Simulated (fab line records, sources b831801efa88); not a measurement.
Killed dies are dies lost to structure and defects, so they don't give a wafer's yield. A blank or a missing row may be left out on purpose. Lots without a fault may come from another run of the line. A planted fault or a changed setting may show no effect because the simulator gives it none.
Problem report in the 8D (eight disciplines) form, filled by code | flow gf180mcu | the parts of the form that need people (team, actions taken, sign-off) are left out

1. THE PROBLEM
run_length_s at GF_M2_METAL_ETCH_16 reads a mean of 148.9 s on 2 wafers of 1 lot; wafers without a fault read 132.7 s with a standard deviation of 0.48. That is +34 standard deviations from the usual mean.
The step: etches the open film in Cl2/BCl3, stops on SiO2, target depth 627.5 nm, time 104.6 s.
First seen on wafer L121.2, day 26 12:41, on rie_metal-03. The record holds 33 wafers of 11 lots with a number at this step. Rule for "out", or "out of limits": more than 4 standard deviations from the usual mean. The other wafers with a number count as sound.

2. WHAT IT IS AND WHAT IT IS NOT
question                    | is                                               | is not
which readings at this step | run_length_s, oes_product_au, throttle_valve_pct | bcl3_flow_sccm, drypump_motor_current_A, rf_fwd_power_W
which lots                  | L121                                             | L101, L103, L105, L107, L108, L109, L114, L116, L122, L123
which wafers of those lots  | L121.2, L121.3                                   | L121.1
read on which tools         | rie_metal-03                                     | rie_metal-01, rie_metal-02
when                        | from day 26 12:41                                | up to then (25 sound wafers); but 6 sound wafers of L122, L123 came after

3. SUSPECTS, AND WHAT RULES EACH OUT
Counting: a tool at a process step up to the reading stays a suspect if it ran every lot that is out. Sound lots after the first of them don't rule it out here, since some wafers of a struck lot are sound.
- pvd_sputter-03 at GF_M2_SPUTTER_01 (material TiN, target thk 30 nm, time 25 s): kept. It ran the lot that is out, L121 (day 25 16:10); its last sound lot up to then is L105 (day 20 06:37).
- rie_metal-03 at GF_M2_METAL_ETCH_16 (etches the open film in Cl2/BCl3, stops on SiO2, target depth 627.5 nm, time 104.6 s): kept. It ran the lot that is out, L121 (day 26 12:41); its last sound lot up to then is L116 (day 24 20:07). Its own readings are out on those wafers: oes_product_au, run_length_s, throttle_valve_pct.
- Within rie_metal-03 at GF_M2_METAL_ETCH_16: the wafers that are out ran in chamber 1; their sound lot-mates ran in chamber 0.
Left after counting: pvd_sputter-03 at GF_M2_SPUTTER_01, rie_metal-03 at GF_M2_METAL_ETCH_16.

4. THE CAUSE (what the simulator had put in)
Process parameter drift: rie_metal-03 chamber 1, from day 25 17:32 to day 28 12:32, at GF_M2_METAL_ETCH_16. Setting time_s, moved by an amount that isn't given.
Counting left 2 suspects, and this tool is among them.

5. THE CHAIN OF EFFECTS, in route order
Each row: a reading whose mean over the struck wafers that have a number lies more than 3 standard deviations from the usual. Only readings for which the record gives a usual standard deviation are gone through. hours: the time from each lot's start at the first step in this table that gives one to its start at this step, as a median over the lots. sigmas: the change in usual standard deviations.
hours | step                | reading                  | usual      | on struck wafers | change | sigmas
0     | GF_M2_METAL_ETCH_16 | oes_product_au           | 0.974 a.u. | 0.899            | -0.075 | -13
0     | GF_M2_METAL_ETCH_16 | run_length_s             | 132.7 s    | 148.9            | +16.2  | +34
0     | GF_M2_METAL_ETCH_16 | throttle_valve_pct       | 28.248 %   | 28.331           | +0.082 | +7.5
0     | GF_M2_STRIP_17      | oes_product_au           | 0.557 a.u. | 0.540            | -0.017 | -3.5
0     | GF_M2_STRIP_17      | strip_time_to_endpoint_s | 7.84 s     | 7.53             | -0.31  | -5.2
The process steps in it:
- GF_M2_METAL_ETCH_16: etches the open film in Cl2/BCl3, stops on SiO2, target depth 627.5 nm, time 104.6 s.
- GF_M2_STRIP_17: strips in O2/N2.
Later measuring or inspecting steps at which every struck wafer that the step has a row for has a number for every such reading, and none has moved that far: GF_V2_THK_MEAS_03.

6. WHAT WOULD HAVE CAUGHT IT SOONER
In this record the first reading out of limits was taken at day 26 12:41, 19 hours after the fault began at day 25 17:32.
